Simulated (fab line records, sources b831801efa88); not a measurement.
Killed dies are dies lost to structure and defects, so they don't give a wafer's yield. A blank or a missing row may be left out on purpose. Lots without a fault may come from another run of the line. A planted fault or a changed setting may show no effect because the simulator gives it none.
One fault seen from 2 desks | flow sky130 | each desk has only its own numbers; what lay behind them comes last

THE METROLOGY DESK
What the gauges read, lot by lot, whatever tool the lot ran on: means of the sampled wafers that have a number. A lot is out of limits, marked OUT, if its mean lies more than 4 standard deviations from the usual mean; the brackets give that distance.
Columns: A = LOCAL_INTERCONNECT_TIN_RS at SKY_LOCAL_INTERCONNECT_RS_MEAS_01, usual 14.16 ohm/sq; B = LOCAL_INTERCONNECT_TIN_THK at SKY_LOCAL_INTERCONNECT_THK_MEAS_02, usual 98.2 nm; C = LOCAL_INTERCONNECT_OVL at SKY_LOCAL_INTERCONNECT_OVL_MEAS_12, usual -1 nm
lot  | first seen here | A                | B                | C
L708 | day 28 17:16    | 14.00            | 98.9             | 8
L709 | day 29 05:26    | 13.97            | 99.6             | -2
L710 | day 29 18:13    | 13.88            | 100.7            | -3
L712 | day 30 12:11    | 14.26            | 98.0             | -4
L714 | day 31 01:16    | 14.15            | 98.2             | -2
L716 | day 31 14:49    | 14.12            | 98.5             | -4
L717 | day 31 20:37    | 14.32            | 96.5             | -2
L721 | day 33 04:35    | 13.69            | 100.8            | -1
L724 | day 34 16:20    | 13.45            | 102.5            | 8
L725 | day 34 19:40    | 13.20 (-4.2) OUT | 104.7 (+4.1) OUT | 2
L726 | day 34 20:16    | 14.09            | 99.0             | -3
L728 | day 35 16:25    | 13.80            | 100.3            | -4
L729 | day 36 05:34    | 14.06            | 98.9             | -5
L731 | day 36 15:38    | 14.12            | 98.1             | -2
This desk's finding: out of limits on L725; first on L725, day 34 19:40 (LOCAL_INTERCONNECT_TIN_RS at SKY_LOCAL_INTERCONNECT_RS_MEAS_01). In limits: L708, L709, L710, L712, L714, L716, L717, L721, L724, L726, L728, L729, L731.

THE TOOL OWNER'S DESK: pvd_sputter-04
The tool's own readings at SKY_LOCAL_INTERCONNECT_SPUTTER_00 (material TiN, target thk 100 nm, time 83.3 s): means of the sampled wafers that have a number, for each lot that ran on this tool. A lot is out of limits, marked OUT, if its mean lies more than 4 standard deviations from the usual mean; the brackets give that distance.
Columns: A = cathode_dc_power_W at SKY_LOCAL_INTERCONNECT_SPUTTER_00, usual 6500.0 W; B = susceptor_temp_C at SKY_LOCAL_INTERCONNECT_SPUTTER_00, usual 300.01 C; C = throttle_valve_pct at SKY_LOCAL_INTERCONNECT_SPUTTER_00, usual 30.0 %
lot  | first seen here | A                        | B      | C
L709 | day 29 05:21    | 6499.8                   | 299.95 | 30.3
L714 | day 31 01:11    | 6499.3                   | 299.92 | 30.0
L717 | day 31 20:33    | 6499.8                   | 300.13 | 30.3
L724 | day 34 16:16    | 7016.4 (+99 or more) OUT | 300.04 | 30.2
L725 | day 34 19:36    | 7015.3 (+99 or more) OUT | 300.02 | 29.8
This desk's finding: out of limits on L724, L725; first on L724, day 34 16:16 (cathode_dc_power_W at SKY_LOCAL_INTERCONNECT_SPUTTER_00). In limits: L709, L714, L717.

PUT TOGETHER
The tool owner's desk could have raised an alarm at day 34 16:16, on L724, L725.
The metrology desk could have raised an alarm at day 34 19:40, on L725.
The metrology desk has L724 on record, within its limits.
Of the lots named, all ran SKY_LOCAL_INTERCONNECT_SPUTTER_00 on pvd_sputter-04.

WHAT THE SIMULATOR HAD PUT IN
Process parameter drift: pvd_sputter-04, from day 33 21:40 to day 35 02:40, at SKY_LOCAL_INTERCONNECT_SPUTTER_00. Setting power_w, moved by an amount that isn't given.
Lots struck among those shown: L724, L725.
Hours from the fault's start to each desk's first reading out of limits: the tool owner's desk, 19; the metrology desk, 22.
